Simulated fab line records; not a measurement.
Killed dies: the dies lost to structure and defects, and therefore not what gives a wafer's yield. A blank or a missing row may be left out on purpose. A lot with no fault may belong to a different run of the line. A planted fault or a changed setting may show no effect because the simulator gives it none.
fab line records	flow sky130
record lots=12	wafers=36	last_day=50
route steps=708 shown SONOS_ONO@182 RES_PROTECT@215 LDD_P@261 PAD_OPEN@708
lots with no fault: from the same line, run without faults
start_h: the number of hours between the record's first day and the start of the first shown wafer of the lot	wait_h: hours elapsed since this lot's preceding step	" same as the row above	L1.1+2: several wafers, shown together as one row	- no value, or no start was given	* or withheld: withheld	< > ~ a bound
route shown NAME@n: a module of which the file shows steps, and the number in the route of the first	usual: mean and standard deviation over wafers with no fault	same: alike in all rows	chamber/n: place in a boat	sites: per-site readings	_std_site: standard deviation across them	_edge_site: mean of outer sites minus mean of inner sites	radius_mm: how far each site lies from the wafer's centre	mask NAME#n: copy n	behind: the most recent tool/chamber to have shaped the wafer	hold: reason for holding the lot/hours on hold/outcome of the hold	device: the transistor (n, p or np) that didn't switch	end of line: tests run on the same wafers once the route is complete	step lacking rows: just its recipe	killed: at the first sort, the dies lost to defects and structure; wafer yield is something else	map: the dies of a wafer, with x for killed, . for not killed, _ for no die there
set.NAME: setting as actually run; set.NAME@STEP: the setting as run at that earlier step	model.NAME: the simulator's own value behind a step, which no gauge read
one table for each step of the route and one row for each wafer, over a sample of lots
services: when a tool's chamber went out of use (start_h, in hours from the record's first day, below 0 if earlier), for how many hours, and the reason
## steps
# step SKY_SONOS_ONO_OVL_MEAS_14
# usual SONOS_ONO_OVL=0.9/1.2
lot.wafer	tool	chamber	start_h	wait_h	SONOS_ONO_OVL[nm]
L744.2	overlay-02	-	274.07	0.1	3.3
L744.3	"	-	"	"	2.8
L744.6	"	-	"	"	3.5
L745.1	overlay-02	-	277.76	0.1	-0.3
L745.5	"	-	"	"	0.6
L745.6	"	-	"	"	0.5
L746.3	overlay-02	-	288.08	0.1	0.5
L746.4	"	-	"	"	0.1
L746.5	"	-	"	"	0.9
L747.1	overlay-02	-	316.65	18.9	-0.6
L747.3	"	-	"	"	0.0
L747.6	"	-	"	"	0.5
L748.1	overlay-02	-	317.11	14.8	2.0
L748.4	"	-	"	"	1.3
L748.6	"	-	"	"	0.6
L749.1	overlay-02	-	318.52	8.3	0.2
L749.2	"	-	"	"	-0.2
L749.3	"	-	"	"	0.2
L754.1	overlay-01	-	372.79	0.1	1.2
L754.2	"	-	"	"	2.6
L754.6	"	-	"	"	0.7
L758.3	overlay-01	-	400.26	0.1	1.4
L758.4	"	-	"	"	2.1
L758.6	"	-	"	"	1.3
L760.2	overlay-01	-	415.50	0.1	1.0
L760.4	"	-	"	"	0.9
L760.6	"	-	"	"	0.8
L762.3	overlay-01	-	431.14	0.1	-0.9
L762.4	"	-	"	"	1.1
L762.5	"	-	"	"	0.5
L763.2	overlay-02	-	432.85	0.1	0.7
L763.4	"	-	"	"	0.6
L763.6	"	-	"	"	-1.0
L764.1	overlay-01	-	449.01	0.1	0.5
L764.4	"	-	"	"	-0.6
L764.5	"	-	"	"	0.1
# step SKY_SONOS_ONO_STRIP_17
# recipe chemistry=O2/N2	power_w=1400	pressure_mtorr=1500	platen_temp_c=withheld	o2_flow_sccm=3000	n2_flow_sccm=300	overash_fraction=0.5
# usual drypump_motor_current_A=5.9/0.36	n2_flow_sccm=299.8/0.99	oes_product_au=0.710/0.0047	strip_time_to_endpoint_s=14.10/0.038
lot.wafer	tool	chamber	start_h	wait_h	drypump_motor_current_A	n2_flow_sccm	oes_product_au	rf_hours_counter_h	strip_time_to_endpoint_s
L744.2	plasma_asher-01	1	274.21	0.0	5.9	300.7	0.702	47	14.11
L744.3	"	1	"	"	5.9	298.7	0.709	-	14.14
L744.6	"	0	"	"	5.7	300.1	0.716	-	14.06
L745.1	plasma_asher-04	0	277.91	0.0	6.6	298.3	0.704	15	14.12
L745.5	"	1	"	"	5.4	300.7	0.704	-	14.17
L745.6	"	0	"	"	6.6	300.2	0.710	-	14.11
L746.3	plasma_asher-04	1	288.24	0.0	5.4	301.0	0.706	-	14.09
L746.4	"	0	"	"	6.6	301.3	0.709	-	14.13
L746.5	"	0	"	"	6.6	301.0	0.716	-	14.10
L747.1	plasma_asher-04	1	316.79	0.0	5.4	298.5	0.707	17	14.05
L747.3	"	0	"	"	6.6	299.7	0.706	-	14.09
L747.6	"	0	"	"	6.6	299.9	0.710	-	14.08
L748.1	plasma_asher-03	0	317.46	0.0	6.0	299.3	0.715	61	14.06
L748.4	"	1	"	"	5.6	300.3	0.706	-	14.05
L748.6	"	0	"	"	6.0	299.4	0.699	-	14.10
L749.1	plasma_asher-04	0	318.66	0.0	6.6	299.6	0.708	18	14.16
L749.2	"	1	"	"	5.4	300.6	0.712	18	14.15
L749.3	"	1	"	"	5.3	300.3	0.707	-	14.17
L754.1	plasma_asher-03	0	372.95	0.0	6.0	299.8	0.706	69	14.08
L754.2	"	1	"	"	5.6	300.0	0.715	69	14.12
L754.6	"	0	"	"	6.0	298.5	0.712	-	14.08
L758.3	plasma_asher-01	0	400.42	0.0	5.7	300.4	0.715	-	14.12
L758.4	"	1	"	"	5.9	299.3	0.707	-	14.06
L758.6	"	1	"	"	5.9	299.2	0.700	-	14.09
L760.2	plasma_asher-04	0	415.64	0.0	6.6	300.5	0.714	23	14.02
L760.4	"	0	"	"	6.6	300.7	0.710	-	14.06
L760.6	"	1	"	"	5.4	299.9	0.712	-	14.05
L762.3	plasma_asher-04	0	431.30	0.0	6.6	297.5	0.712	-	14.11
L762.4	"	1	"	"	5.4	299.6	0.711	-	14.20
L762.5	"	0	"	"	6.6	297.9	0.714	-	14.16
L763.2	plasma_asher-04	1	432.99	0.0	5.4	300.5	0.714	25	14.10
L763.4	"	0	"	"	6.6	300.8	0.710	-	14.10
L763.6	"	1	"	"	5.4	302.1	0.716	-	14.12
L764.1	plasma_asher-03	0	449.16	0.0	6.0	299.5	0.708	2	14.06
L764.4	"	1	"	"	5.6	298.6	0.712	-	14.03
L764.5	"	0	"	"	6.0	299.8	0.712	-	14.08
# step SKY_RES_PROTECT_TW_MEAS_08
# usual POLY_GATE_TW=4029/48
lot.wafer	tool	chamber	start_h	wait_h	POLY_GATE_TW
L744.2	film_metro-01	-	349.79	0.1	3923
L744.3	"	-	"	"	3924
L744.6	"	-	"	"	3907
L745.1	film_metro-03	-	349.79	0.1	4062
L745.5	"	-	"	"	4080
L745.6	"	-	"	"	4081
L746.3	film_metro-01	-	349.99	0.1	3917
L746.4	"	-	"	"	3929
L746.5	"	-	"	"	3912
L749.1	film_metro-03	-	380.54	0.1	4075
L749.2	"	-	"	"	4064
L749.3	"	-	"	"	4069
L748.1	film_metro-02	-	380.73	0.1	4034
L748.4	"	-	"	"	4059
L748.6	"	-	"	"	4046
L747.1	film_metro-03	-	381.03	0.1	4050
L747.3	"	-	"	"	4064
L747.6	"	-	"	"	4049
L754.1	film_metro-03	-	442.17	0.1	4088
L754.2	"	-	"	"	4061
L754.6	"	-	"	"	4058
L758.3	film_metro-03	-	469.96	0.1	4074
L758.4	"	-	"	"	4078
L758.6	"	-	"	"	4065
L760.2	film_metro-01	-	484.68	0.1	3971
L760.4	"	-	"	"	3978
L760.6	"	-	"	"	3997
L762.3	film_metro-02	-	499.35	0.1	4009
L762.4	"	-	"	"	4029
L762.5	"	-	"	"	4045
L763.2	film_metro-02	-	501.70	0.1	4026
L763.4	"	-	"	"	4026
L763.6	"	-	"	"	4028
L764.1	film_metro-02	-	515.62	0.1	4002
L764.4	"	-	"	"	4024
L764.5	"	-	"	"	4023
# step SKY_LDD_P_DEVELOP_06
# recipe resist=NOVOLAK	developer=TMAH	develop_time_s=60	dev_temp_c=23
# usual developer_temp_C=23.01/0.11	exhaust_pa=45.1/0.96
lot.wafer	tool	chamber	start_h	wait_h	developer_temp_C	exhaust_pa
L745.1	litho_track-01	0	444.17	0.1	23.01	45.2
L745.5	"	0	"	"	22.97	44.3
L745.6	"	0	"	"	22.79	45.1
L746.3	litho_track-03	0	445.33	0.1	23.01	46.4
L746.4	"	0	"	"	23.01	46.8
L746.5	"	0	"	"	23.24	46.1
L744.2	litho_track-03	0	446.20	0.1	23.04	46.8
L744.3	"	0	"	"	22.96	45.7
L744.6	"	0	"	"	23.11	43.0
L749.1	litho_track-03	0	476.88	0.1	23.08	45.7
L749.2	"	0	"	"	23.05	46.0
L749.3	"	0	"	"	23.00	45.4
L748.1	litho_track-03	0	477.78	0.1	23.07	45.6
L748.4	"	0	"	"	23.00	45.3
L748.6	"	0	"	"	22.89	45.0
L747.1	litho_track-03	0	478.08	0.1	22.97	44.6
L747.3	"	0	"	"	23.06	43.8
L747.6	"	0	"	"	23.11	44.5
L754.1	litho_track-04	0	540.85	0.1	22.92	46.6
L754.2	"	0	"	"	23.10	46.0
L754.6	"	0	"	"	23.06	45.9
L758.3	litho_track-03	0	566.58	0.1	23.13	43.4
L758.4	"	0	"	"	23.15	44.9
L758.6	"	0	"	"	23.21	44.4
L760.2	litho_track-04	0	584.98	0.1	22.82	43.4
L760.4	"	0	"	"	22.91	44.0
L760.6	"	0	"	"	22.92	44.8
L762.3	litho_track-03	0	593.43	0.1	23.02	44.1
L762.4	"	0	"	"	23.29	45.6
L762.5	"	0	"	"	22.83	45.6
L763.2	litho_track-04	0	596.18	0.1	23.11	45.9
L763.4	"	0	"	"	22.97	46.5
L763.6	"	0	"	"	23.02	45.2
L764.1	litho_track-03	0	607.98	0.1	23.07	45.4
L764.4	"	0	"	"	23.05	44.8
L764.5	"	0	"	"	22.86	44.7
# step SKY_LDD_P_CD_MEAS_07
# recipe target_cd_nm=380
# usual cd_nm=380.4/2.7
lot.wafer	tool	chamber	start_h	wait_h	cd_nm
L745.1	cd_sem-02	-	444.32	0.1	377.9
L745.5	"	-	"	"	377.4
L745.6	"	-	"	"	377.8
L746.3	cd_sem-02	-	445.47	0.1	377.2
L746.4	"	-	"	"	377.7
L746.5	"	-	"	"	379.8
L744.2	cd_sem-02	-	446.35	0.1	382.9
L744.3	"	-	"	"	381.4
L744.6	"	-	"	"	382.5
L749.1	cd_sem-01	-	477.03	0.1	380.0
L749.2	"	-	"	"	380.8
L749.3	"	-	"	"	380.3
L748.1	cd_sem-02	-	477.93	0.1	403.6
L748.4	"	-	"	"	379.8
L748.6	"	-	"	"	406.6
L747.1	cd_sem-01	-	478.23	0.1	406.6
L747.3	"	-	"	"	382.9
L747.6	"	-	"	"	406.3
L754.1	cd_sem-02	-	541.00	0.1	380.8
L754.2	"	-	"	"	380.3
L754.6	"	-	"	"	380.6
L758.3	cd_sem-02	-	566.72	0.1	379.4
L758.4	"	-	"	"	379.4
L758.6	"	-	"	"	377.6
L760.2	cd_sem-02	-	585.12	0.1	385.2
L760.4	"	-	"	"	384.5
L760.6	"	-	"	"	385.2
L762.3	cd_sem-02	-	593.65	0.2	385.7
L762.4	"	-	"	"	386.1
L762.5	"	-	"	"	383.7
L763.2	cd_sem-02	-	596.32	0.1	381.7
L763.4	"	-	"	"	382.5
L763.6	"	-	"	"	382.2
L764.1	cd_sem-02	-	608.21	0.2	380.9
L764.4	"	-	"	"	380.0
L764.5	"	-	"	"	383.2
# step SKY_PAD_OPEN_PROBE_99
# usual killed_at_M0_to_M3=44/7.7	killed_at_M4_up=3.0/1.9	killed_at_contacts=25/5.6	killed_at_front_end=15/4.6	killed_at_other=0.3/0.47	killed_dies=86/9.9	killed_open=47/7.4	killed_short=39/5.9
# same gross_dies=492	killed_at_back_side=0
lot.wafer	tool	chamber	start_h	wait_h	killed_at_M0_to_M3	killed_at_M4_up	killed_at_contacts	killed_at_front_end	killed_at_other	killed_dies	killed_open	killed_short
L762.5	prober-02	-	1179.92	0.2	49	4	32	11	0	96	53	43
# killed by level:class
L762.5 VIA3:geometric_particle:open=10 CONTACT:geometric_particle:open=10 VIA2:geometric_particle:open=9 LI_CONTACT:geometric_particle:open=8 VIA1:geometric_particle:open=8 CONTACT:geometric_particle:short=6 METAL2:geometric_particle:short=6 METAL1:geometric_particle:short=5
## services
tool	chamber	start_h	hours	kind
plasma_asher-04	-	254.10	2.8	pm
plasma_asher-04	-	262.55	5.7	repair
plasma_asher-01	-	306.60	3.4	repair
plasma_asher-01	-	322.65	11.3	repair
plasma_asher-01	-	323.12	7.8	repair
plasma_asher-01	-	333.99	14.6	pm
plasma_asher-04	-	344.94	57.4	repair
plasma_asher-04	-	417.84	1.1	repair
plasma_asher-03	-	421.25	9.0	pm
plasma_asher-03	0	421.25	9.0	vent_cycle
plasma_asher-03	1	421.25	9.0	vent_cycle
plasma_asher-03	0	430.25	-	clean
plasma_asher-03	1	430.25	-	clean
plasma_asher-01	-	477.47	1.2	repair
plasma_asher-03	-	516.59	2.8	pm
## key
first_sign step=SKY_LDD_P_CD_MEAS_07	reading=cd_nm	direction=up	sigmas=9.3	usual=380.4	struck=405.8
effect none on later readings
met_at SKY_LDD_P_DEVELOP_06
struck_lots L747,L748
struck_wafers L747.1,L747.6,L748.1,L748.6
tester_left_out L747,L748
not_acting_at SKY_SONOS_ONO_OVL_MEAS_14,SKY_SONOS_ONO_STRIP_17,SKY_RES_PROTECT_TW_MEAS_08
onset_between 476.88 477.78
fault kind=process_parameter_drift	tool=litho_track-03	chamber=-	onset_h=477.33	steps=SKY_LDD_P_DEVELOP_06	channel=develop_time_s	offset=*	shape=step	end_h=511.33	scope=struck_wafers_only	acts_in=*	stated=*
# tester_left_out: of these lots the tester's yield and bins aren't shown, on N5 and GAA mostly nor the transistor test; their killed dies are dies lost to structure and defects alone, not to doping, threshold or leakage, so they don't give the yield
